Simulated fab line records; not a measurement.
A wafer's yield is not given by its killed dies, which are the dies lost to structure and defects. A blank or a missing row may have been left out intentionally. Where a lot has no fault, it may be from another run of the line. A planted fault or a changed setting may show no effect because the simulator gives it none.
fab line records :: flow sky130
record
  lots=5
  wafers=15
  lastDay=50
route steps=708 shown LDD_HVP@281 LDD_LDN@289 PAD_OPEN@708
lots untouched by any fault: they come from a run of this same line in which no faults occurred
startH: start of the lot's first displayed wafer, in hours after the record's first day :: waitH: how many hours have passed since the lot's step before this one :: " as in the row above :: L1.1+2: a single row standing in for several wafers :: - no value present, or no start provided :: * or withheld: withheld :: < > ~ a bound
route shown NAME@n: a module of which the file shows steps, and the number in the route of the first :: usual: mean/standard deviation of fault-free wafers :: same: alike in all rows :: chamber/n: place in a boat :: sites: each site's reading :: _std_site: the standard deviation of these :: _edge_site: inner sites' mean taken away from outer sites' mean :: radiusMm: for every site, how far away it sits from the centre of the wafer :: mask NAME#n: copy n :: behind: the most recent tool/chamber to have shaped the wafer :: hold: reason for holding the lot/hours on hold/outcome of the hold :: device: names the non-switching transistor (n, p or np) :: end of line: the same wafers' tests at the end of the route :: a step given without rows: its recipe and nothing more :: killed: the dies lost at the first sort to structure and to defects; this is not the yield of the wafer :: map: a wafer's dies, marking killed ones x, the rest . and places with no die _
set.NAME: the setting that was run; set.NAME@STEP: the one run at that earlier step :: model.NAME: the simulator's own value behind a step, which no gauge read
lots seen at some steps along the route; tables by step, rows by wafer
services: from which hour (startH, from the record's first day; less than 0 if before it) a tool's chamber was out of use, for how many hours, and why
## steps
# step SKY_LDD_HVP_SOFTBAKE_03
# recipe
  tempC=90
  timeS=60
  resist=NOVOLAK
# step SKY_LDD_HVP_EXPOSE_04
# recipe
  maskId=HVPTM
  na=0.6
  sourceShape=conventional
  sigmaOuter=0.6
  polarization=unpolarized
  targetCdNm=700
  doseMj=86
# step SKY_LDD_HVP_PEB_05
# recipe
  tempC=withheld
  timeS=*
  resist=NOVOLAK
# step SKY_LDD_HVP_DEVELOP_06
# recipe
  resist=NOVOLAK
  developer=TMAH
  developTimeS=60
  devTempC=23
# step SKY_LDD_HVP_OVL_MEAS_07
# usual
  LDD_HVP_OVL=-0.1/1.3
lot.wafer: L223.1
tool: overlay-02
chamber: -
startH: 562.62
waitH: 0.1
LDD_HVP_OVL[nm]: -0.7

lot.wafer: L223.4
tool: overlay-02
chamber: -
startH: 562.62
waitH: 0.1
LDD_HVP_OVL[nm]: -1.3

lot.wafer: L223.5
tool: overlay-02
chamber: -
startH: 562.62
waitH: 0.1
LDD_HVP_OVL[nm]: -1.7

lot.wafer: L224.2
tool: overlay-01
chamber: -
startH: 576.95
waitH: 0.1
LDD_HVP_OVL[nm]: -0.3

lot.wafer: L224.3
tool: overlay-01
chamber: -
startH: 576.95
waitH: 0.1
LDD_HVP_OVL[nm]: -0.1

lot.wafer: L224.4
tool: overlay-01
chamber: -
startH: 576.95
waitH: 0.1
LDD_HVP_OVL[nm]: 0.6

lot.wafer: L227.3
tool: overlay-01
chamber: -
startH: 601.83
waitH: 0.1
LDD_HVP_OVL[nm]: -1.6

lot.wafer: L227.4
tool: overlay-01
chamber: -
startH: 601.83
waitH: 0.1
LDD_HVP_OVL[nm]: -1.2

lot.wafer: L227.5
tool: overlay-01
chamber: -
startH: 601.83
waitH: 0.1
LDD_HVP_OVL[nm]: -0.4

lot.wafer: L234.1
tool: overlay-02
chamber: -
startH: 660.02
waitH: 0.1
LDD_HVP_OVL[nm]: -0.2

lot.wafer: L234.5
tool: overlay-02
chamber: -
startH: 660.02
waitH: 0.1
LDD_HVP_OVL[nm]: -0.1

lot.wafer: L234.6
tool: overlay-02
chamber: -
startH: 660.02
waitH: 0.1
LDD_HVP_OVL[nm]: -0.3

lot.wafer: L238.2
tool: overlay-01
chamber: -
startH: 688.25
waitH: 0.1
LDD_HVP_OVL[nm]: -0.2

lot.wafer: L238.4
tool: overlay-01
chamber: -
startH: 688.25
waitH: 0.1
LDD_HVP_OVL[nm]: 0.7

lot.wafer: L238.6
tool: overlay-01
chamber: -
startH: 688.25
waitH: 0.1
LDD_HVP_OVL[nm]: -2.3
# step SKY_LDD_HVP_IMPLANT_08
# recipe
  species=B
  energyKev=20
  doseCm2=1.7e+13
  tiltDeg=17.9
# step SKY_LDD_HVP_STRIP_09
# recipe
  chemistry=O2/N2
  powerW=1400
  pressureMtorr=1500
  platenTempC=withheld
  o2FlowSccm=3000
  n2FlowSccm=300
  overashFraction=0.5
# usual
  drypumpMotorCurrentA=5.90/0.3
  o2FlowSccm=3002/8.8
  oesProductAu=0.408/0.0047
  stripTimeToEndpointS=4.135/0.016
lot.wafer: L223.1
tool: plasmaAsher-01
chamber: 1
startH: 562.80
waitH: 0.1
drypumpMotorCurrentA: 5.87
o2FlowSccm: 2988
oesProductAu: 0.403
rfHoursCounterH: 48
stripTimeToEndpointS: 4.144

lot.wafer: L223.4
tool: plasmaAsher-01
chamber: 0
startH: 562.80
waitH: 0.1
drypumpMotorCurrentA: 5.75
o2FlowSccm: 3000
oesProductAu: 0.407
rfHoursCounterH: -
stripTimeToEndpointS: 4.141

lot.wafer: L223.5
tool: plasmaAsher-01
chamber: 0
startH: 562.80
waitH: 0.1
drypumpMotorCurrentA: 5.73
o2FlowSccm: 2997
oesProductAu: 0.413
rfHoursCounterH: -
stripTimeToEndpointS: 4.164

lot.wafer: L224.2
tool: plasmaAsher-03
chamber: 1
startH: 577.13
waitH: 0.1
drypumpMotorCurrentA: 6.46
o2FlowSccm: 2997
oesProductAu: 0.410
rfHoursCounterH: 85
stripTimeToEndpointS: 4.111

lot.wafer: L224.3
tool: plasmaAsher-03
chamber: 1
startH: 577.13
waitH: 0.1
drypumpMotorCurrentA: 6.44
o2FlowSccm: 3005
oesProductAu: 0.409
rfHoursCounterH: -
stripTimeToEndpointS: 4.139

lot.wafer: L224.4
tool: plasmaAsher-03
chamber: 0
startH: 577.13
waitH: 0.1
drypumpMotorCurrentA: 6.08
o2FlowSccm: 3009
oesProductAu: 0.405
rfHoursCounterH: -
stripTimeToEndpointS: 4.113

lot.wafer: L227.3
tool: plasmaAsher-01
chamber: 0
startH: 602.04
waitH: 0.1
drypumpMotorCurrentA: 5.75
o2FlowSccm: 3010
oesProductAu: 0.407
rfHoursCounterH: -
stripTimeToEndpointS: 4.130

lot.wafer: L227.4
tool: plasmaAsher-01
chamber: 1
startH: 602.04
waitH: 0.1
drypumpMotorCurrentA: 5.88
o2FlowSccm: 3010
oesProductAu: 0.401
rfHoursCounterH: -
stripTimeToEndpointS: 4.135

lot.wafer: L227.5
tool: plasmaAsher-01
chamber: 1
startH: 602.04
waitH: 0.1
drypumpMotorCurrentA: 5.89
o2FlowSccm: 3016
oesProductAu: 0.415
rfHoursCounterH: -
stripTimeToEndpointS: 4.148

lot.wafer: L234.1
tool: plasmaAsher-02
chamber: 0
startH: 660.20
waitH: 0.1
drypumpMotorCurrentA: 5.54
o2FlowSccm: 2996
oesProductAu: 0.403
rfHoursCounterH: 16
stripTimeToEndpointS: 4.122

lot.wafer: L234.5
tool: plasmaAsher-02
chamber: 1
startH: 660.20
waitH: 0.1
drypumpMotorCurrentA: 5.55
o2FlowSccm: 3020
oesProductAu: 0.406
rfHoursCounterH: -
stripTimeToEndpointS: 4.132

lot.wafer: L234.6
tool: plasmaAsher-02
chamber: 0
startH: 660.20
waitH: 0.1
drypumpMotorCurrentA: 5.51
o2FlowSccm: 2994
oesProductAu: 0.409
rfHoursCounterH: -
stripTimeToEndpointS: 4.116

lot.wafer: L238.2
tool: plasmaAsher-03
chamber: 1
startH: 688.43
waitH: 0.1
drypumpMotorCurrentA: 6.46
o2FlowSccm: 3005
oesProductAu: 0.406
rfHoursCounterH: 95
stripTimeToEndpointS: 4.110

lot.wafer: L238.4
tool: plasmaAsher-03
chamber: 1
startH: 688.43
waitH: 0.1
drypumpMotorCurrentA: 6.47
o2FlowSccm: 3000
oesProductAu: 0.409
rfHoursCounterH: -
stripTimeToEndpointS: 4.141

lot.wafer: L238.6
tool: plasmaAsher-03
chamber: 0
startH: 688.43
waitH: 0.1
drypumpMotorCurrentA: 6.05
o2FlowSccm: 3005
oesProductAu: 0.411
rfHoursCounterH: -
stripTimeToEndpointS: 4.121
# step SKY_LDD_HVP_TW_MEAS_10
# usual
  LDD_HVP_TW=455/4.5
lot.wafer: L223.1
tool: filmMetro-02
chamber: -
startH: 562.90
waitH: 0.1
LDD_HVP_TW: 445

lot.wafer: L223.4
tool: filmMetro-02
chamber: -
startH: 562.90
waitH: 0.1
LDD_HVP_TW: 447

lot.wafer: L223.5
tool: filmMetro-02
chamber: -
startH: 562.90
waitH: 0.1
LDD_HVP_TW: 447

lot.wafer: L224.2
tool: filmMetro-01
chamber: -
startH: 577.24
waitH: 0.1
LDD_HVP_TW: 463

lot.wafer: L224.3
tool: filmMetro-01
chamber: -
startH: 577.24
waitH: 0.1
LDD_HVP_TW: 460

lot.wafer: L224.4
tool: filmMetro-01
chamber: -
startH: 577.24
waitH: 0.1
LDD_HVP_TW: 461

lot.wafer: L227.3
tool: filmMetro-03
chamber: -
startH: 602.12
waitH: 0.1
LDD_HVP_TW: 458

lot.wafer: L227.4
tool: filmMetro-03
chamber: -
startH: 602.12
waitH: 0.1
LDD_HVP_TW: 457

lot.wafer: L227.5
tool: filmMetro-03
chamber: -
startH: 602.12
waitH: 0.1
LDD_HVP_TW: 456

lot.wafer: L234.1
tool: filmMetro-03
chamber: -
startH: 660.30
waitH: 0.1
LDD_HVP_TW: 457

lot.wafer: L234.5
tool: filmMetro-03
chamber: -
startH: 660.30
waitH: 0.1
LDD_HVP_TW: 456

lot.wafer: L234.6
tool: filmMetro-03
chamber: -
startH: 660.30
waitH: 0.1
LDD_HVP_TW: 456

lot.wafer: L238.2
tool: filmMetro-03
chamber: -
startH: 688.54
waitH: 0.1
LDD_HVP_TW: 460

lot.wafer: L238.4
tool: filmMetro-03
chamber: -
startH: 688.54
waitH: 0.1
LDD_HVP_TW: 457

lot.wafer: L238.6
tool: filmMetro-03
chamber: -
startH: 688.54
waitH: 0.1
LDD_HVP_TW: 458
# step SKY_LDD_LDN_DEHYDRATE_00
# recipe
  tempC=200
  timeS=60
# step SKY_LDD_LDN_HMDS_01
# recipe
  primeTimeS=60
  primeTempC=120
# step SKY_LDD_LDN_COAT_02
# recipe
  resist=NOVOLAK
  spinRpm=3000
  resistThkNm=1140
# step SKY_LDD_LDN_SOFTBAKE_03
# recipe
  tempC=90
  timeS=60
  resist=NOVOLAK
# step SKY_LDD_LDN_EXPOSE_04
# recipe
  maskId=LDNTM
  na=0.6
  sourceShape=conventional
  sigmaOuter=0.6
  polarization=unpolarized
  targetCdNm=700
  doseMj=140
# same
  sigmaOuter=0.6
lot.wafer: L223.1+4+5
tool: ilineStepper-01
chamber: 0
startH: 577.39
waitH: -
mask: LDNTM#0

lot.wafer: L224.2+3+4
tool: ilineStepper-02
chamber: 0
startH: 592.58
waitH: -
mask: LDNTM#0

lot.wafer: L227.3+4+5
tool: ilineStepper-02
chamber: 0
startH: 617.47
waitH: -
mask: LDNTM#0

lot.wafer: L234.1+5+6
tool: ilineStepper-01
chamber: 0
startH: 674.87
waitH: -
mask: LDNTM_R1#0

lot.wafer: L238.2+4+6
tool: ilineStepper-02
chamber: 0
startH: 701.95
waitH: -
mask: LDNTM#0
# step SKY_LDD_LDN_PEB_05
# recipe
  tempC=withheld
  timeS=*
  resist=NOVOLAK
# step SKY_PAD_OPEN_PROBE_99
# usual
  killed_at_M0_to_M3=43/7.3
  killed_at_M4_up=3.1/1.8
  killedAtContacts=24/5.4
  killedAtFrontEnd=15/4.1
  killedAtOther=0.2/0.52
  killedDies=86/10
  killedOpen=47/7.3
  killedShort=39/6.4
# same
  grossDies=492
  killedAtBackSide=0
lot.wafer: L223.1
tool: prober-01
chamber: -
startH: 1121.55
waitH: 0.1
killed_at_M0_to_M3: 46
killed_at_M4_up: 1
killedAtContacts: 21
killedAtFrontEnd: 7
killedAtOther: 1
killedDies: 76
killedOpen: 45
killedShort: 30

lot.wafer: L223.4
tool: prober-01
chamber: -
startH: 1121.70
waitH: 0.2
killed_at_M0_to_M3: 44
killed_at_M4_up: 5
killedAtContacts: 19
killedAtFrontEnd: 12
killedAtOther: 0
killedDies: 80
killedOpen: 34
killedShort: 46

lot.wafer: L223.5
tool: prober-01
chamber: -
startH: 1121.75
waitH: 0.2
killed_at_M0_to_M3: 38
killed_at_M4_up: 5
killedAtContacts: 11
killedAtFrontEnd: 14
killedAtOther: 0
killedDies: 68
killedOpen: 40
killedShort: 28

lot.wafer: L224.2
tool: prober-02
chamber: -
startH: 1132.14
waitH: 0.1
killed_at_M0_to_M3: 31
killed_at_M4_up: 3
killedAtContacts: 28
killedAtFrontEnd: 16
killedAtOther: 0
killedDies: 78
killedOpen: 50
killedShort: 28

lot.wafer: L224.3
tool: prober-02
chamber: -
startH: 1132.19
waitH: 0.2
killed_at_M0_to_M3: 44
killed_at_M4_up: 2
killedAtContacts: 19
killedAtFrontEnd: 16
killedAtOther: 0
killedDies: 81
killedOpen: 48
killedShort: 33

lot.wafer: L224.4
tool: prober-02
chamber: -
startH: 1132.24
waitH: 0.2
killed_at_M0_to_M3: 51
killed_at_M4_up: 2
killedAtContacts: 36
killedAtFrontEnd: 15
killedAtOther: 0
killedDies: 104
killedOpen: 60
killedShort: 44

lot.wafer: L227.3
tool: prober-01
chamber: -
startH: 1147.72
waitH: 0.2
killed_at_M0_to_M3: 50
killed_at_M4_up: 3
killedAtContacts: 21
killedAtFrontEnd: 15
killedAtOther: 0
killedDies: 89
killedOpen: 41
killedShort: 48

lot.wafer: L227.4
tool: prober-01
chamber: -
startH: 1147.77
waitH: 0.2
killed_at_M0_to_M3: 53
killed_at_M4_up: 7
killedAtContacts: 22
killedAtFrontEnd: 14
killedAtOther: 0
killedDies: 96
killedOpen: 50
killedShort: 46

lot.wafer: L227.5
tool: prober-01
chamber: -
startH: 1147.82
waitH: 0.2
killed_at_M0_to_M3: 55
killed_at_M4_up: 4
killedAtContacts: 27
killedAtFrontEnd: 7
killedAtOther: 0
killedDies: 93
killedOpen: 44
killedShort: 49

lot.wafer: L234.1
tool: prober-02
chamber: -
startH: 1184.02
waitH: 0.1
killed_at_M0_to_M3: 30
killed_at_M4_up: 3
killedAtContacts: 22
killedAtFrontEnd: 14
killedAtOther: 0
killedDies: 69
killedOpen: 39
killedShort: 29
# killed by level:class
L223.1 CONTACT:geometricParticle:open=12 VIA1:geometricParticle:open=9 LI_CONTACT:geometricParticle:open=6 VIA1:geometricParticle:short=6 METAL2:geometricParticle:short=5 VIA2:geometricParticle:open=5 METAL3:geometricParticle:short=4 VIA3:geometricParticle:open=4
L223.4 VIA1:geometricParticle:open=13 POLY_GATE:geometricParticle:short=6 VIA1:geometricParticle:short=6 LOCAL_INTERCONNECT:geometricParticle:short=5 CONTACT:geometricParticle:open=5 VIA3:geometricParticle:open=5 LI_CONTACT:geometricParticle:open=4 METAL1:geometricParticle:short=4
L223.5 VIA1:geometricParticle:open=9 VIA3:geometricParticle:open=9 VIA2:geometricParticle:open=6 VIA3:geometricParticle:short=5 LI_CONTACT:geometricParticle:open=5 CONTACT:geometricParticle:open=4 METAL4:geometricParticle:short=4 FIELD_ISO:geometricParticle:short=3
L224.2 CONTACT:geometricParticle:open=16 VIA1:geometricParticle:open=9 FIELD_ISO:geometricParticle:short=6 FIELD_ISO:geometricParticle:open=4 LI_CONTACT:geometricParticle:open=4 METAL1:geometricParticle:short=4 METAL1:geometricParticle:open=4 VIA2:geometricParticle:open=4
L224.3 VIA1:geometricParticle:open=9 CONTACT:geometricParticle:open=8 METAL2:geometricParticle:short=8 VIA2:geometricParticle:open=8 VIA3:geometricParticle:open=6 FIELD_ISO:geometricParticle:open=5 POLY_GATE:geometricParticle:open=5 LI_CONTACT:geometricParticle:open=5
L224.4 CONTACT:geometricParticle:open=12 VIA2:geometricParticle:open=11 VIA1:geometricParticle:open=11 LI_CONTACT:geometricParticle:open=9 CONTACT:geometricParticle:short=8 LOCAL_INTERCONNECT:geometricParticle:short=7 METAL1:geometricParticle:short=7 FIELD_ISO:geometricParticle:open=5
L227.3 VIA1:geometricParticle:open=13 METAL1:geometricParticle:short=7 VIA2:geometricParticle:open=7 VIA2:geometricParticle:short=6 FIELD_ISO:geometricParticle:short=5 LOCAL_INTERCONNECT:geometricParticle:short=5 CONTACT:geometricParticle:open=5 FIELD_ISO:geometricParticle:open=4
L227.4 VIA1:geometricParticle:open=14 CONTACT:geometricParticle:open=10 METAL4:geometricParticle:short=7 LI_CONTACT:geometricParticle:open=6 METAL1:geometricParticle:short=6 VIA1:geometricParticle:short=6 METAL2:geometricParticle:short=6 VIA2:geometricParticle:open=4
L227.5 VIA1:geometricParticle:open=15 CONTACT:geometricParticle:open=9 METAL1:geometricParticle:short=9 METAL2:geometricParticle:short=9 LI_CONTACT:geometricParticle:short=6 LI_CONTACT:geometricParticle:open=6 METAL3:geometricParticle:short=5 CONTACT:geometricParticle:short=4
L234.1 CONTACT:geometricParticle:open=11 VIA1:geometricParticle:open=7 FIELD_ISO:geometricParticle:open=5 CONTACT:geometricParticle:short=5 METAL2:geometricParticle:short=5 METAL1:geometricParticle:short=5 VIA3:geometricParticle:open=5 POLY_GATE:geometricParticle:open=3
## services
tool: ilineStepper-01
chamber: -
startH: 549.18
hours: 4.4
kind: pm

tool: ilineStepper-02
chamber: -
startH: 555.15
hours: -
kind: calibration

tool: ilineStepper-02
chamber: -
startH: 567.73
hours: 16.0
kind: repair

tool: plasmaAsher-03
chamber: -
startH: 621.64
hours: 1.5
kind: repair

tool: ilineStepper-02
chamber: -
startH: 629.51
hours: 1.7
kind: pm

tool: plasmaAsher-02
chamber: -
startH: 644.63
hours: 14.6
kind: pm

tool: plasmaAsher-01
chamber: -
startH: 657.68
hours: 0.9
kind: repair

tool: plasmaAsher-01
chamber: -
startH: 663.05
hours: 3.1
kind: repair

tool: plasmaAsher-03
chamber: -
startH: 679.74
hours: 5.6
kind: repair

tool: plasmaAsher-01
chamber: -
startH: 688.58
hours: 8.7
kind: repair
## key
firstSign
  step=SKY_LDD_LDN_EXPOSE_04
  reading=mask
  direction=changed
effect none on later readings
metAt SKY_LDD_LDN_EXPOSE_04
struckWafers L234.1,L234.5,L234.6
testerLeftOut L234
onsetBetween 577.39 674.87
fault
  kind=wrongMask
  tool=any
  chamber=-
  onsetH=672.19
  steps=SKY_LDD_LDN_EXPOSE_04
  auxCopy=LDNTM_R1#0
  cdOffsetNm=49
  scope=struckLotsOnly
# testerLeftOut: of these lots the tester's yield and bins aren't shown, on N5 and GAA mostly nor the transistor test; their killed dies are dies lost to structure and defects alone, not to doping, threshold or leakage, so they don't give the yield
